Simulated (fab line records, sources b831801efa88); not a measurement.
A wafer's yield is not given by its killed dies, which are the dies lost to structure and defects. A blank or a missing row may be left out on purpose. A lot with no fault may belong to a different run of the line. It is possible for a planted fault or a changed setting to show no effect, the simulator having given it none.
Problem report, 8D (eight disciplines) form, completed by code || flow gf180mcu || the parts of the form that need people (team, actions taken, sign-off) are left out

## 1. THE PROBLEM
Wafers free of any fault read 1002 nm (standard deviation 11) for PASSIVATION_CVD_00_THK at GF_PASSIVATION_THK_MEAS_01, against a mean of 581 nm on 3 wafers of 2 lots. Relative to the usual mean, that is a shift of -38 standard deviations.
The first sign was on wafer L164.5 at day 30 20:33, on filmMetro-04. The record holds 36 wafers of 12 lots with a number at this step. The rule behind "out" and "out of limits": a value lying over 4 standard deviations away from the usual mean. Any other wafer with a number is counted as sound.

## 2. WHAT THIS IS AND IS NOT
{"question": "which readings at this step", "is": "PASSIVATION_CVD_00_THK", "is not": "-"}
{"question": "which lots", "is": "L164, L165", "is not": "L155, L157, L161, L162, L167, L172, L175, L176, L177, L178"}
{"question": "which wafers of those lots", "is": "L164.5, L165.2, L165.6", "is not": "L164.3, L164.4, L165.3"}
{"question": "read on which gauges", "is": "filmMetro-03, filmMetro-04", "is not": "filmMetro-02"}
{"question": "when", "is": "from day 30 20:33", "is not": "up to then (14 sound wafers); but 19 sound wafers of L165, L167, L172, L175, L176, L177, L178 came after"}

## 3. SUSPECTS, AND WHAT RULES EACH OUT
Counting: a tool at a process step up to the reading stays a suspect if it ran every lot that is out. Sound lots after the first of them don't rule it out here, since some wafers of a struck lot are sound.
- ruled out: the gauge at GF_PASSIVATION_THK_MEAS_01. Those wafers that are out were read across 2 gauges (filmMetro-03, filmMetro-04).
- pecvd-03 at GF_PASSIVATION_CVD_00 (deposits SiO2 from TEOS, target thk 1000 nm, time 111.95 s): kept. It processed each lot that is out (first: L164, day 30 20:28); up to then, its last sound lot is L162 (day 30 05:28).
- Within pecvd-03 at GF_PASSIVATION_CVD_00: the wafers that are out ran in chamber 2; their sound lot-mates ran in chamber 1.
Remaining after the count: pecvd-03 at GF_PASSIVATION_CVD_00.

## 4. THE CAUSE (what the simulator had put in)
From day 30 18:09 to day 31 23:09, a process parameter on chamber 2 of pecvd-03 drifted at GF_PASSIVATION_CVD_00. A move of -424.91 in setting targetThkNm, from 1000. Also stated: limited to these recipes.
This tool alone remained once counting was done.

## 5. SEQUENCE OF EFFECTS, ordered by route
Each row: a reading where the mean over the struck wafers with a number is more than 3 standard deviations away from the usual. Scope: only readings with a usual standard deviation given in the record; hours: median across lots of the time from each lot's start at the first step in this table that gives one to its start at this step; sigmas: change in usual standard deviations.
{"hours": 0, "step": "GF_PASSIVATION_THK_MEAS_01", "reading": "PASSIVATION_CVD_00_THK", "usual": "1002 nm", "on struck wafers": 581, "change": -421, "sigmas": -38}
{"hours": 17, "step": "GF_PASSIVATION_ETCH_11", "reading": "oesProductAu", "usual": "0.963 a.u.", "on struck wafers": 0.823, "change": -0.140, "sigmas": -21}
{"hours": 17, "step": "GF_PASSIVATION_ETCH_11", "reading": "throttleValvePct", "usual": "5.961 %", "on struck wafers": 5.921, "change": -0.040, "sigmas": -4.0}
Process steps it contains:
- GF_PASSIVATION_ETCH_11: etches the open film in CF4/O2, stops on TiN, target depth 1800 nm, time 400 s.
Later measuring or inspecting steps at which every struck wafer that the step has a row for has a number for every such reading, and none has moved that far: GF_PASSIVATION_THK_MEAS_03.

## 6. WHAT WOULD HAVE CAUGHT IT SOONER
2 hours passed between the start of the fault at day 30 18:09 and the first reading out of limits at a measuring or inspecting step in this record, taken at day 30 20:33.
No tool reading at GF_PASSIVATION_CVD_00 that has a usual standard deviation in the record was out on any struck wafer, so an alarm limit of 4 standard deviations on those readings would not have fired.
Lots out: 2; of these, L165 started GF_PASSIVATION_CVD_00 on pecvd-03 after day 30 20:33. A tool hold placed at that time would have kept it from harm.
